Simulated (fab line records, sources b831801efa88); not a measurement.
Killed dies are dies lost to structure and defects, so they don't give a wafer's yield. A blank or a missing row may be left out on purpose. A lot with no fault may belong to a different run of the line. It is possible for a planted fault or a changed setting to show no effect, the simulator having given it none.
fab line records	flow sky130
record lots=6	wafers=18	last-day=49
route steps=708 shown RES_PROTECT@210 POLY_GATE@213 PAD_OPEN@708
lots with no fault: from the same line, run without faults
start-h: start of the lot's first displayed wafer, in hours after the record's first day	wait-h: hours from the lot's prior step to this one	" same as the row above	L1.1+2: a row that stands for several wafers	- no value present, or no start provided	* or withheld: withheld	< > ~ a bound
route shown NAME@n: names a module that has steps shown in the file, with the first one's number in the route	usual: the fault-free wafers' mean and standard deviation	same: alike in all rows	chamber/n: place in a boat	sites: each site's reading	_std_site: how widely they spread, as a standard deviation	_edge_site: inner sites' mean taken away from outer sites' mean	radius-mm: how far each site lies from the wafer's centre	mask NAME#n: copy n	behind: tool/chamber where the wafer was last shaped	hold: why the lot was held/for how many hours/how that ended	device: which transistor (n, p or np) failed to switch	end of line: tests run on the same wafers once the route is complete	a step without rows: its recipe alone	killed: at the first sort, the dies lost to defects and structure; wafer yield is something else	map: shows each die of a wafer: x if killed, . if not, _ if none is there
set.NAME: the run value of the setting; set.NAME@STEP: its run value at that earlier step	model.NAME: the simulator's own value behind a step, which no gauge read
lots at some steps of the route; a table a step, a row a wafer
services: when a tool's chamber went out of use (start-h, in hours from the record's first day, below 0 if earlier), for how many hours, and the reason
## steps
# step SKY_RES_PROTECT_EXPOSE_04
# recipe mask-id=RPM	na=0.6	source-shape=conventional	sigma-outer=0.6	polarization=unpolarized	target-cd-nm=1270	dose-mj=131
# step SKY_RES_PROTECT_PEB_05
# recipe temp-c=withheld	time-s=*	resist=NOVOLAK
# step SKY_RES_PROTECT_DEVELOP_06
# recipe resist=NOVOLAK	developer=TMAH	develop-time-s=60	dev-temp-c=23
# step SKY_POLY_GATE_IMPLANT_02
# recipe species=P	energy-kev=30	dose-cm2=7.7e+15	tilt-deg=0
# step SKY_RES_PROTECT_STRIP_07
# recipe chemistry=O2/N2	power-w=1400	pressure-mtorr=1500	platen-temp-c=withheld	o2-flow-sccm=3000	n2-flow-sccm=300	overash-fraction=0.5
# usual drypump-motor-current-A=6.1/0.72	oes-product-au=0.517/0.0047	strip-time-to-endpoint-s=23.32/0.041
lot.wafer	tool	chamber	start-h	wait-h	drypump-motor-current-A	oes-product-au	rf-hours-counter-h	strip-time-to-endpoint-s
L518.1	plasma-asher-03	0	355.79	0.1	6.4	0.518	66	23.32
L518.2	"	1	"	"	6.7	0.515	66	23.36
L518.3	"	1	"	"	6.7	0.516	-	23.29
L522.2	plasma-asher-01	0	397.64	0.1	5.9	0.513	70	23.33
L522.4	"	1	"	"	6.6	0.517	-	23.33
L522.6	"	0	"	"	5.9	0.523	-	23.32
L530.1	plasma-asher-01	1	458.08	0.1	6.6	0.513	3	23.32
L530.2	"	0	"	"	5.9	0.515	3	23.31
L530.4	"	1	"	"	6.7	0.519	-	23.30
L533.2	plasma-asher-03	0	484.58	0.1	6.5	0.518	79	23.31
L533.3	"	1	"	"	6.7	0.517	-	23.30
L533.6	"	1	"	"	6.7	0.516	-	23.30
L534.2	plasma-asher-04	1	496.39	0.1	4.7	0.513	36	23.38
L534.3	"	1	"	"	4.7	0.516	-	23.34
L534.4	"	0	"	"	6.3	0.510	-	23.33
L535.1	plasma-asher-04	1	501.19	0.1	4.7	0.515	37	23.38
L535.4	"	1	"	"	4.7	0.519	-	23.36
L535.6	"	0	"	"	6.3	0.517	-	23.34
# step SKY_RES_PROTECT_TW_MEAS_08
# usual POLY_GATE_TW=4052/30
lot.wafer	tool	chamber	start-h	wait-h	POLY_GATE_TW
L518.1	film-metro-02	-	355.89	0.1	4006
L518.2	"	-	"	"	3999
L518.3	"	-	"	"	4008
L522.2	film-metro-02	-	397.75	0.1	4041
L522.4	"	-	"	"	4034
L522.6	"	-	"	"	4026
L530.1	film-metro-04	-	458.18	0.1	4037
L530.2	"	-	"	"	4047
L530.4	"	-	"	"	4021
L533.2	film-metro-01	-	484.69	0.1	4081
L533.3	"	-	"	"	4061
L533.6	"	-	"	"	4077
L534.2	film-metro-04	-	496.50	0.1	4027
L534.3	"	-	"	"	4016
L534.4	"	-	"	"	4039
L535.1	film-metro-02	-	501.29	0.1	4029
L535.4	"	-	"	"	4044
L535.6	"	-	"	"	4035
# step SKY_RES_PROTECT_CLEAN_09
# recipe chemistry=SC1/SC2	mix=1:4:20	temp-c=70	time-s=150	dry=n2-spin
# step SKY_POLY_GATE_CVD_03
# recipe material=Si3N4	precursor=DCS/NH3	target-thk-nm=75	temp-c=770	time-s=1290	pressure-mtorr=250
# step SKY_POLY_GATE_THK_MEAS_04
# recipe reads=Si3N4_of_POLY_GATE_CVD_03
# usual POLY_GATE_CVD_03_THK=75.1/0.73
lot.wafer	tool	chamber	start-h	wait-h	POLY_GATE_CVD_03_THK[nm]
L518.1	film-metro-03	-	357.36	0.0	75.4
L518.2	"	-	"	"	75.5
L518.3	"	-	"	"	75.7
L522.2	film-metro-04	-	399.22	0.0	75.9
L522.4	"	-	"	"	75.3
L522.6	"	-	"	"	75.4
L530.1	film-metro-01	-	459.88	0.0	74.5
L530.2	"	-	"	"	74.4
L530.4	"	-	"	"	74.8
L533.2	film-metro-03	-	486.28	0.0	74.0
L533.3	"	-	"	"	74.3
L533.6	"	-	"	"	74.3
L534.2	film-metro-01	-	497.97	0.0	74.8
L534.3	"	-	"	"	74.7
L534.4	"	-	"	"	75.1
L535.1	film-metro-01	-	502.79	0.0	75.0
L535.4	"	-	"	"	74.7
L535.6	"	-	"	"	75.3
# step SKY_POLY_GATE_DEHYDRATE_05
# recipe temp-c=200	time-s=60
# step SKY_POLY_GATE_HMDS_06
# recipe prime-time-s=60	prime-temp-c=120
# step SKY_POLY_GATE_COAT_07
# recipe resist=BARC	temp-c=withheld	time-s=withheld	spin-rpm=3000	resist-thk-nm=110
# step SKY_POLY_GATE_COAT_08
# recipe resist=KrF-thick	spin-rpm=3000	resist-thk-nm=450
# usual spin-speed-rpm=3000.0/2.2
lot.wafer	tool	chamber	start-h	wait-h	spin-speed-rpm	model.KrF-thick_of_POLY_GATE_COAT_08.thk-nm
L518.1	litho-track-01	0	370	-	2998.8	450.8
L518.2	"	0	"	"	2998.5	450.7
L518.3	"	0	"	"	3000.6	449
L522.2	litho-track-03	0	414	-	3001.4	448.6
L522.4	"	0	"	"	2999.6	450.1
L522.6	"	0	"	"	3004.8	449.5
L530.1	litho-track-04	0	474	-	2999.3	451.8
L530.2	"	0	"	"	2999.6	451.1
L530.4	"	0	"	"	2996.0	451
L533.2	litho-track-04	0	501	-	3259.4	431.4
L533.3	"	0	"	"	3258.6	433.2
L533.6	"	0	"	"	3257.3	431.6
L534.2	litho-track-04	0	512	-	3256.9	431.9
L534.3	"	0	"	"	3261.9	432.5
L534.4	"	0	"	"	3261.7	433.2
L535.1	litho-track-01	0	517	-	3001.3	451.8
L535.4	"	0	"	"	2998.5	452.2
L535.6	"	0	"	"	2999.0	453.1
# step SKY_POLY_GATE_SOFTBAKE_09
# recipe temp-c=100	time-s=90	resist=KrF-thick
# step SKY_POLY_GATE_EXPOSE_10
# recipe mask-id=P1M	na=0.68	source-shape=conventional	sigma-outer=0.6	target-cd-nm=150	dose-mj=28
# step SKY_POLY_GATE_PEB_11
# recipe peb-temp-c=withheld	peb-time-s=withheld	resist=KrF-thick
# step SKY_POLY_GATE_DEVELOP_12
# recipe develop-time-s=60	resist=KrF-thick	dev-temp-c=21
# step SKY_POLY_GATE_CD_MEAS_13
# recipe target-cd-nm=150
# usual cd-nm=150.2/1.4
lot.wafer	tool	chamber	start-h	wait-h	cd-nm
L518.1	cd-sem-02	-	384.67	-	150.0
L518.2	"	-	"	"	149.2
L518.3	"	-	"	"	149.5
L522.2	cd-sem-01	-	429.48	-	149.0
L522.4	"	-	"	"	150.1
L522.6	"	-	"	"	149.6
L530.1	cd-sem-01	-	490.67	-	147.5
L530.2	"	-	"	"	147.7
L530.4	"	-	"	"	146.6
L533.2	cd-sem-02	-	516.44	-	147.1
L533.3	"	-	"	"	147.8
L533.6	"	-	"	"	148.3
L534.2	cd-sem-01	-	528.61	-	151.1
L534.3	"	-	"	"	149.5
L534.4	"	-	"	"	150.4
L535.1	cd-sem-01	-	532.11	-	151.4
L535.4	"	-	"	"	151.6
L535.6	"	-	"	"	150.6
# step SKY_POLY_GATE_OVL_MEAS_14
# usual POLY_GATE_OVL=1/5.1
lot.wafer	tool	chamber	start-h	wait-h	POLY_GATE_OVL[nm]
L518.1	overlay-02	-	384.79	0.1	1
L518.2	"	-	"	"	4
L518.3	"	-	"	"	1
L522.2	overlay-02	-	429.59	0.1	-6
L522.4	"	-	"	"	-4
L522.6	"	-	"	"	-9
L530.1	overlay-01	-	490.79	0.1	6
L530.2	"	-	"	"	3
L530.4	"	-	"	"	-4
L533.2	overlay-01	-	516.55	0.1	6
L533.3	"	-	"	"	5
L533.6	"	-	"	"	1
L534.2	overlay-02	-	528.72	0.1	7
L534.3	"	-	"	"	5
L534.4	"	-	"	"	-2
L535.1	overlay-01	-	532.23	0.1	-4
L535.4	"	-	"	"	4
L535.6	"	-	"	"	-3
# step SKY_POLY_GATE_ETCH_15
# recipe chemistry=N2/H2	target=BARC	ion-energy-ev=200	source-w=500	bias-w=100	pressure-mtorr=30	n2-flow-sccm=100	h2-flow-sccm=200	stop-on=SiO2	time-s=118.5	target-depth-a=1100
# usual drypump-motor-current-A=5.5/0.41	oes-product-au=0.717/0.0048	throttle-valve-pct=13.213/0.0088
lot.wafer	tool	chamber	start-h	wait-h	drypump-motor-current-A	oes-product-au	rf-hours-counter-h	throttle-valve-pct
L518.1	rie-diel-03	0	384.83	0.0	6.2	0.726	35	13.214
L518.2	"	1	"	"	5.6	0.719	56	13.208
L518.3	"	2	"	"	6.0	0.709	44	13.208
L522.2	rie-diel-04	2	429.62	0.0	5.2	0.720	11	13.216
L522.4	"	1	"	"	4.9	0.720	3	13.225
L522.6	"	2	"	"	5.2	0.710	-	13.212
L530.1	rie-diel-01	0	490.83	0.0	6.2	0.717	51	13.212
L530.2	"	3	"	"	5.8	0.719	6	13.199
L530.4	"	1	"	"	5.8	0.712	5	13.213
L533.2	rie-diel-03	3	516.58	0.0	5.4	0.717	75	13.205
L533.3	"	1	"	"	5.6	0.717	59	13.223
L533.6	"	1	"	"	5.6	0.721	-	13.205
L534.2	rie-diel-04	2	528.75	0.0	5.2	0.718	12	13.209
L534.3	"	3	"	"	5.3	0.714	2	13.224
L534.4	"	1	"	"	4.9	0.714	-	13.213
L535.1	rie-diel-04	2	532.27	0.0	5.2	0.714	13	13.202
L535.4	"	2	"	"	5.2	0.724	-	13.232
L535.6	"	3	"	"	5.3	0.712	-	13.216
# step SKY_POLY_GATE_ETCH_16
# recipe stop-on=poly-Si	chemistry=CH3F/O2	target=Si3N4	source-w=400	bias-w=80	pressure-mtorr=25	ch3f-flow-sccm=40	O2_flow_sccm=30	time-s=147.5	target-depth-a=750
# usual drypump-motor-current-A=5.5/0.41	oes-product-au=0.641/0.0054	throttle-valve-pct=10.535/0.0097
lot.wafer	tool	chamber	start-h	wait-h	drypump-motor-current-A	oes-product-au	rf-hours-counter-h	throttle-valve-pct
L518.1	rie-diel-03	0	384.91	0.0	6.2	0.645	35	10.534
L518.2	"	1	"	"	5.6	0.636	56	10.534
L518.3	"	2	"	"	6.0	0.638	44	10.555
L522.2	rie-diel-04	2	429.70	0.0	5.1	0.645	11	10.538
L522.4	"	1	"	"	4.9	0.633	3	10.514
L522.6	"	2	"	"	5.1	0.643	-	10.542
L530.1	rie-diel-01	0	490.91	0.0	6.2	0.636	51	10.543
L530.2	"	3	"	"	5.9	0.631	6	10.538
L530.4	"	1	"	"	5.7	0.638	5	10.533
L533.2	rie-diel-03	3	516.66	0.0	5.4	0.632	75	10.546
L533.3	"	1	"	"	5.6	0.630	59	10.539
L533.6	"	1	"	"	5.6	0.627	-	10.539
L534.2	rie-diel-04	2	528.83	0.0	5.1	0.639	13	10.558
L534.3	"	3	"	"	5.3	0.637	2	10.536
L534.4	"	1	"	"	4.9	0.632	-	10.540
L535.1	rie-diel-04	2	532.35	0.0	5.2	0.636	13	10.533
L535.4	"	2	"	"	5.2	0.645	-	10.547
L535.6	"	3	"	"	5.3	0.647	-	10.528
# step SKY_POLY_GATE_ETCH_17
# recipe target-depth-nm=180	stop-on=SiO2	over-etch-frac=0.56667	chemistry=HBr/Cl2	target=poly-Si	icp-w=400	bias-w=100	pressure-mtorr=10	HBr_flow_sccm=150	Cl2_flow_sccm=50	time-s=70.5
# usual drypump-motor-current-A=5.7/0.49	he-backside-leak-sccm=2.73/0.27	oes-product-au=0.986/0.0082	throttle-valve-pct=33.684/0.0078
lot.wafer	tool	chamber	start-h	wait-h	drypump-motor-current-A	he-backside-leak-sccm	oes-product-au	rf-hours-counter-h	throttle-valve-pct	model.KrF-thick_of_POLY_GATE_COAT_08.thk-nm
L518.1	rie-si-01	1	385.01	0.0	6.7	2.54	0.986	13	33.668	143.7
L518.2	"	3	"	"	5.4	2.89	0.984	2	33.688	141.4
L518.3	"	2	"	"	5.1	2.83	0.990	42	33.678	138.9
L522.2	rie-si-01	0	429.80	0.0	6.3	2.49	0.992	24	33.671	140.2
L522.4	"	2	"	"	5.1	2.90	0.993	42	33.673	140.8
L522.6	"	1	"	"	6.6	2.78	0.980	-	33.685	142.8
L530.1	rie-si-01	2	491.01	0.0	5.1	2.73	0.985	43	33.686	145.5
L530.2	"	1	"	"	6.7	2.80	0.975	14	33.685	144.7
L530.4	"	1	"	"	6.6	2.80	0.984	-	33.684	150.9
L533.2	rie-si-01	1	516.76	0.0	6.6	2.62	0.988	14	33.691	118.4
L533.3	"	3	"	"	5.4	2.82	1.000	3	33.682	122.2
L533.6	"	0	"	"	6.3	2.46	0.985	-	33.687	123
L534.2	rie-si-02	1	528.93	0.0	5.5	2.36	0.984	35	33.685	124.6
L534.3	"	0	"	"	5.7	2.95	0.994	2	33.687	124.9
L534.4	"	2	"	"	6.0	2.78	0.985	0	33.678	122.8
L535.1	rie-si-01	3	532.45	0.0	5.4	2.77	1.006	3	33.691	142.1
L535.4	"	1	"	"	6.7	2.70	0.984	14	33.685	146.7
L535.6	"	2	"	"	5.1	2.79	0.984	-	33.696	144.5
# step SKY_POLY_GATE_STRIP_18
# recipe chemistry=O2/N2	power-w=1400	pressure-mtorr=1500	platen-temp-c=withheld	o2-flow-sccm=3000	n2-flow-sccm=300	overash-fraction=0.5
# usual drypump-motor-current-A=5.4/0.72	oes-product-au=0.361/0.0046	strip-time-to-endpoint-s=3.18/0.04
lot.wafer	tool	chamber	start-h	wait-h	drypump-motor-current-A	oes-product-au	rf-hours-counter-h	strip-time-to-endpoint-s
L518.1	plasma-asher-02	0	385.07	0.0	4.8	0.362	59	3.20
L518.2	"	1	"	"	5.1	0.369	59	3.19
L518.3	"	0	"	"	4.8	0.362	-	3.14
L522.2	plasma-asher-02	1	429.85	0.0	5.0	0.367	63	3.17
L522.4	"	0	"	"	4.8	0.362	-	3.18
L522.6	"	1	"	"	5.0	0.362	-	3.18
L530.1	plasma-asher-02	1	491.09	0.1	5.1	0.368	69	3.24
L530.2	"	0	"	"	4.8	0.360	69	3.22
L530.4	"	0	"	"	4.8	0.362	-	3.30
L533.2	plasma-asher-04	0	516.82	0.0	6.4	0.351	38	2.92
L533.3	"	0	"	"	6.4	0.356	-	2.96
L533.6	"	0	"	"	6.3	0.343	-	2.98
L534.2	plasma-asher-02	1	528.98	0.0	5.0	0.350	73	2.99
L534.3	"	1	"	"	5.1	0.355	-	3.02
L534.4	"	0	"	"	4.8	0.351	-	2.98
L535.1	plasma-asher-04	0	532.50	0.0	6.3	0.359	40	3.19
L535.4	"	0	"	"	6.3	0.365	-	3.25
L535.6	"	0	"	"	6.3	0.370	-	3.21
# step SKY_POLY_GATE_CLEAN_19
# recipe chemistry=SC1/SC2	mix=1:4:20	temp-c=70	time-s=150	dry=n2-spin
# step SKY_PAD_OPEN_PROBE_99
# usual killed_at_M0_to_M3=42/7	killed_at_M4_up=2.8/1.8	killed-at-contacts=24/5.8	killed-at-front-end=15/4.8	killed-at-other=0.3/0.56	killed-dies=84/11	killed-open=46/7.8	killed-short=38/6.3
# same gross-dies=492	killed-at-back-side=0
lot.wafer	tool	chamber	start-h	wait-h	killed_at_M0_to_M3	killed_at_M4_up	killed-at-contacts	killed-at-front-end	killed-at-other	killed-dies	killed-open	killed-short
L518.1	prober-01	-	1090.82	0.1	46	3	19	13	1	82	47	35
L518.2	prober-01	-	1090.87	0.1	47	1	21	25	0	94	48	46
L518.3	prober-01	-	1090.92	0.2	38	2	21	13	1	75	40	35
L533.2	prober-02	-	1170.99	0.1	46	0	25	26	0	97	59	38
L533.3	prober-02	-	1171.04	0.2	47	5	25	16	0	93	53	40
L533.6	prober-02	-	1171.19	0.2	34	3	13	18	0	68	37	31
L535.1	prober-02	-	1182.35	0.1	33	1	24	16	1	75	50	25
L535.4	prober-02	-	1182.50	0.2	44	0	22	18	0	84	49	35
L535.6	prober-02	-	1182.60	0.2	40	4	24	24	1	93	44	49
# killed by level:class
L518.1 VIA2:geometric-particle:open=12 VIA1:geometric-particle:open=10 METAL1:geometric-particle:short=7 LI_CONTACT:geometric-particle:open=7 CONTACT:geometric-particle:open=7 FIELD_ISO:geometric-particle:short=6 METAL2:geometric-particle:short=5 VIA3:geometric-particle:open=4
L518.2 VIA1:geometric-particle:open=10 FIELD_ISO:geometric-particle:open=7 VIA2:geometric-particle:open=7 FIELD_ISO:geometric-particle:short=6 METAL2:geometric-particle:short=6 CONTACT:geometric-particle:short=6 LI_CONTACT:geometric-particle:open=5 VIA3:geometric-particle:short=5
L518.3 VIA3:geometric-particle:open=12 CONTACT:geometric-particle:open=7 CONTACT:geometric-particle:short=7 FIELD_ISO:geometric-particle:short=5 LI_CONTACT:geometric-particle:open=5 METAL2:geometric-particle:short=5 FIELD_ISO:geometric-particle:open=4 VIA1:geometric-particle:short=4
L533.2 VIA1:geometric-particle:open=11 CONTACT:geometric-particle:open=10 POLY_GATE:geometric-particle:open=8 LI_CONTACT:geometric-particle:open=7 METAL2:geometric-particle:short=7 FIELD_ISO:geometric-particle:open=6 CONTACT:geometric-particle:short=6 VIA2:geometric-particle:open=6
L533.3 VIA2:geometric-particle:open=19 CONTACT:geometric-particle:open=8 CONTACT:geometric-particle:short=6 POLY_GATE:geometric-particle:open=5 VIA1:geometric-particle:open=5 METAL4:geometric-particle:short=5 LI_CONTACT:geometric-particle:open=4 METAL1:geometric-particle:short=4
L533.6 VIA3:geometric-particle:open=9 CONTACT:geometric-particle:open=8 FIELD_ISO:geometric-particle:short=5 METAL1:geometric-particle:short=5 VIA1:geometric-particle:open=5 VIA2:geometric-particle:open=4 METAL2:geometric-particle:short=4 SONOS_ONO:geometric-particle:short=3
L535.1 CONTACT:geometric-particle:open=10 VIA1:geometric-particle:open=8 LI_CONTACT:geometric-particle:open=7 FIELD_ISO:geometric-particle:open=5 METAL2:geometric-particle:short=5 VIA2:geometric-particle:open=5 POLY_GATE:geometric-particle:short=4 LI_CONTACT:geometric-particle:short=3
L535.4 VIA1:geometric-particle:open=11 VIA3:geometric-particle:open=10 LI_CONTACT:geometric-particle:open=8 CONTACT:geometric-particle:open=6 METAL2:geometric-particle:short=5 FIELD_ISO:geometric-particle:open=4 VIA1:geometric-particle:short=4 POLY_GATE:geometric-particle:open=4
L535.6 CONTACT:geometric-particle:open=9 CONTACT:geometric-particle:short=7 VIA2:geometric-particle:open=7 VIA3:geometric-particle:short=7 FIELD_ISO:geometric-particle:short=6 FIELD_ISO:geometric-particle:open=6 LI_CONTACT:geometric-particle:open=5 VIA1:geometric-particle:short=5
## services
tool	chamber	start-h	hours	kind
rie-si-01	-	354.58	2.8	pm
plasma-asher-01	-	368.29	1.4	repair
rie-diel-04	3	391.36	2.5	repair
rie-diel-04	0	400.11	4.3	repair
rie-diel-04	3	405.81	-	clean
plasma-asher-01	-	406.05	2.1	repair
rie-si-02	3	408.71	14.3	repair
rie-diel-03	3	412.31	2.5	repair
plasma-asher-01	-	421.25	9.0	pm
rie-diel-03	3	434.26	3.8	repair
plasma-asher-04	-	443.65	4.9	repair
rie-diel-03	1	445.69	9.5	repair
rie-si-01	3	464.91	31.5	repair
rie-si-01	0	474.00	34.1	repair
plasma-asher-04	-	479.68	7.1	repair
rie-diel-03	1	484.24	2.5	repair
rie-diel-04	-	485.44	0.7	repair
rie-diel-04	1	489.31	9.3	repair
rie-diel-01	3	507.33	7.3	repair
rie-diel-04	-	511.24	4.3	pm
rie-si-02	-	516.28	2.8	pm
plasma-asher-02	-	517.88	1.7	repair
rie-diel-04	-	523.70	1.0	repair
rie-diel-04	0	528.08	8.5	repair
## key
first-sign step=SKY_POLY_GATE_COAT_08	reading=spin-speed-rpm	direction=up	sigmas=99+	usual=3000.0	struck=3259.3
effect step=SKY_POLY_GATE_STRIP_18	reading=strip-time-to-endpoint-s	direction=down	sigmas=5.2	usual=*	struck=*
model-effect step=SKY_POLY_GATE_COAT_08	value=KrF-thick_of_POLY_GATE_COAT_08.thk-nm	without=450.6	struck=432.3
model-effect step=SKY_POLY_GATE_ETCH_17	value=KrF-thick_of_POLY_GATE_COAT_08.thk-nm	without=140.9	struck=122.6
met-at SKY_POLY_GATE_COAT_08
struck-wafers L533.2,L533.3,L533.6,L534.2,L534.3,L534.4
tester-left-out L533,L534
onset-between 474 501
fault kind=process-parameter-drift	tool=litho-track-04	chamber=-	onset-h=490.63	steps=SKY_POLY_GATE_COAT_08	channel=spin-rpm	offset=259.02	shape=step	end-h=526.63	acts-in=these-recipes-only	stated=3000
# tester-left-out: of these lots the tester's yield and bins aren't shown, on N5 and GAA mostly nor the transistor test; their killed dies are dies lost to structure and defects alone, not to doping, threshold or leakage, so they don't give the yield
